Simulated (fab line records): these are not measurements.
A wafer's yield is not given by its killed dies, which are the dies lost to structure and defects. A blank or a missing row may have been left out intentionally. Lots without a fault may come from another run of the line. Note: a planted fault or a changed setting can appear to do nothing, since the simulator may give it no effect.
Comparing a struck lot with a sound one -- flow sfq_line -- 26 out of 325 route steps
Sound: these wafers, L262.1, L262.3, L262.5. Struck: wafer L252.2. (L252.4 of the same lot was not struck and is left out.) The cause comes at the end.
For every step that has rows: the tool of each side, followed by ch and its chambers, followed by its first start. Under that, the readings that differ: sound wafers -- struck wafers -- difference of the means -- sigmas: that difference in standard deviations of wafers without a fault.
alike: a reading whose means differ by less than 2 such deviations, as well as words and numbers matching on both sides. not compared: withheld readings; readings where some wafer has no value; bounds like >300 that might hide an equal value; numbers whose values overlap and for which the record gives no deviation.
The two part at a step that has a row with sigmas, a row that says differs or no value, or rows on one side only. Numbers that have no deviation but don't overlap get no sigmas and don't part them. Lack of a reading on every wafer of one side parts them only where that side has two or more wafers.

SFQ_L0_RS_MEAS_901: measures by four-point-probe.
  struck on film_metro-01, day 4 00:35; sound on film_metro-01, day 6 02:34
  alike: L0_MONX_KI_RS
SFQ_L0_THK_MEAS_902: measures by xrf.
  struck on film_metro-01, day 4 00:41; sound on film_metro-01, day 6 02:41
  alike: L0_MONX_KI_THK
then, 6 steps without rows for these wafers: SFQ_TRILAYER_L0_LITHO_COAT_010 (resist thk 62 nm); SFQ_TRILAYER_L0_LITHO_COAT_005 (resist thk 600 nm); SFQ_TRILAYER_L0_LITHO_SOFTBAKE_009; SFQ_TRILAYER_L0_LITHO_EXPOSE_006 (exposes mask L0, target cd 2000 nm); SFQ_TRILAYER_L0_LITHO_PEB_008 (peb time 60 s); SFQ_TRILAYER_L0_LITHO_DEVELOP_007 (time 60 s).
-- the record jumps here: 3 days lie between the struck wafers' starts before and after --
SFQ_TRILAYER_L0_BARC_OPEN_METAL_ETCH_010: etches BARC in O2, target depth 125 nm, time 41.7 s.
  sound on rie_metal-03 ch 1, day 10 06:56; struck on rie_metal-04 ch 0, day 6 23:50
  alike: chamber_pressure_mTorr, drypump_motor_current_A, oes_product_au
  not compared: rf_hours_counter_h
SFQ_TRILAYER_L0_ETCH_METAL_ETCH_008: etches MoNx KI in SF6/O2, stops on SiO2, target depth 50 nm, time 25 s.
  sound on rie_metal-03 ch 1, day 10 07:03; struck on rie_metal-04 ch 0, day 6 23:53
reading,sound,struck,difference,sigmas
chamber_pressure_mTorr (mTorr),10.004 9.990 9.992,10.013,+0.018,+2
  alike: drypump_motor_current_A, oes_product_au
  not compared: rf_hours_counter_h
SFQ_TRILAYER_L0_STRIP_STRIP_009: strips in O2.
  sound on rie_metal-03 ch 1, day 10 07:08; struck on rie_metal-04 ch 0, day 6 23:56
  alike: chamber_pressure_mTorr, drypump_motor_current_A, oes_product_au
  not compared: rf_hours_counter_h
then, 1 step without rows for these wafers: SFQ_TRILAYER_L0_STRIP_SOLV_CLEAN_010 (cleans in NMP, time 600 s).
SFQ_TRILAYER_L0_CAP_PECVD_011: deposits SiO2 from SiH4/N2O, time 13.333 s, target thk 60 nm.
  sound on pecvd-01 ch 1,2, day 10 08:31; struck on pecvd-04 ch 0, day 7 00:43
reading,sound,struck,difference,sigmas
throttle_valve_pct (%),25.5 25.3 25.8,22.8,-2.7,-2
model.SiO2_of_TRILAYER_L0_CAP_PECVD_011.thk_nm (nm),58.74 59.19 59.88,63.78,+4.51,
  alike: chamber_pressure_Torr, heater_power_w
then, 6 steps without rows for these wafers: SFQ_TRILAYER_L0_VIA_LITHO_COAT_018 (resist thk 62 nm); SFQ_TRILAYER_L0_VIA_LITHO_COAT_013 (resist thk 650 nm); SFQ_TRILAYER_L0_VIA_LITHO_SOFTBAKE_017; SFQ_TRILAYER_L0_VIA_LITHO_EXPOSE_014 (exposes mask L0V, target cd 700 nm); SFQ_TRILAYER_L0_VIA_LITHO_PEB_016 (peb time 60 s); SFQ_TRILAYER_L0_VIA_LITHO_DEVELOP_015 (time 60 s).
-- the record jumps here: 4 days lie between the struck wafers' starts before and after --
SFQ_L0V_OVL_MEAS_903:
  struck on overlay-01, day 11 06:35; sound on overlay-02, day 14 07:47
  alike: L0V_OVL
SFQ_TRILAYER_L0_VIA_BARC_OPEN_VIA_ETCH_021: etches BARC in O2, target depth 125 nm, time 41.7 s.
  sound on rie_diel-04 ch 1,2,3, day 14 07:50; struck on rie_diel-01 ch 2, day 11 06:37
  alike: chamber_pressure_mTorr, drypump_motor_current_A, oes_product_au
  not compared: rf_hours_counter_h
SFQ_TRILAYER_L0_VIA_ETCH_VIA_ETCH_016: etches SiO2 in CHF3, stops on MoNx KI, target depth 80 nm.
  sound on rie_diel-04 ch 1,2,3, day 14 07:52; struck on rie_diel-01 ch 2, day 11 06:40
reading,sound,struck,difference,sigmas
oes_product_au (a.u.),0.833 0.830 0.839,0.871,+0.037,+5
model.etch.depth_nm (nm),58.74 59.19 59.88,63.78,+4.51,
model.L0V.feature_depth_nm (nm),58.74 59.19 59.88,63.78,+4.51,
  alike: chamber_pressure_mTorr, drypump_motor_current_A
then, 2 steps without rows for these wafers: SFQ_TRILAYER_L0_VIA_STRIP_STRIP_017 (strips in O2); SFQ_TRILAYER_L0_VIA_STRIP_SOLV_CLEAN_018 (cleans in NMP, time 600 s).
SFQ_TRILAYER_M0_DEP_PRE_CLEAN_020: time 15 s.
  struck on pvd_sputter-05, day 11 08:16; sound on pvd_sputter-03, day 14 08:41
reading,sound,struck,difference,sigmas
model.SiO2_of_TRILAYER_L0_CAP_PECVD_011.thk_nm (nm),53.74 54.19 54.88,58.78,+4.51,
SFQ_TRILAYER_M0_DEP_SPUTTER_019: material Nb, target thk 200 nm, time 133.3 s.
  struck on pvd_sputter-05, day 11 08:17; sound on pvd_sputter-03, day 14 08:43
  alike: throttle_valve_pct

## WHERE THEY PART
Last at SFQ_TRILAYER_L0_VIA_ETCH_VIA_ETCH_016 as far as this record goes, first at SFQ_TRILAYER_L0_ETCH_METAL_ETCH_008. Later steps at which nothing parts them and some readings are alike: SFQ_TRILAYER_M0_DEP_SPUTTER_019.

WHY: what had been put in by the simulator
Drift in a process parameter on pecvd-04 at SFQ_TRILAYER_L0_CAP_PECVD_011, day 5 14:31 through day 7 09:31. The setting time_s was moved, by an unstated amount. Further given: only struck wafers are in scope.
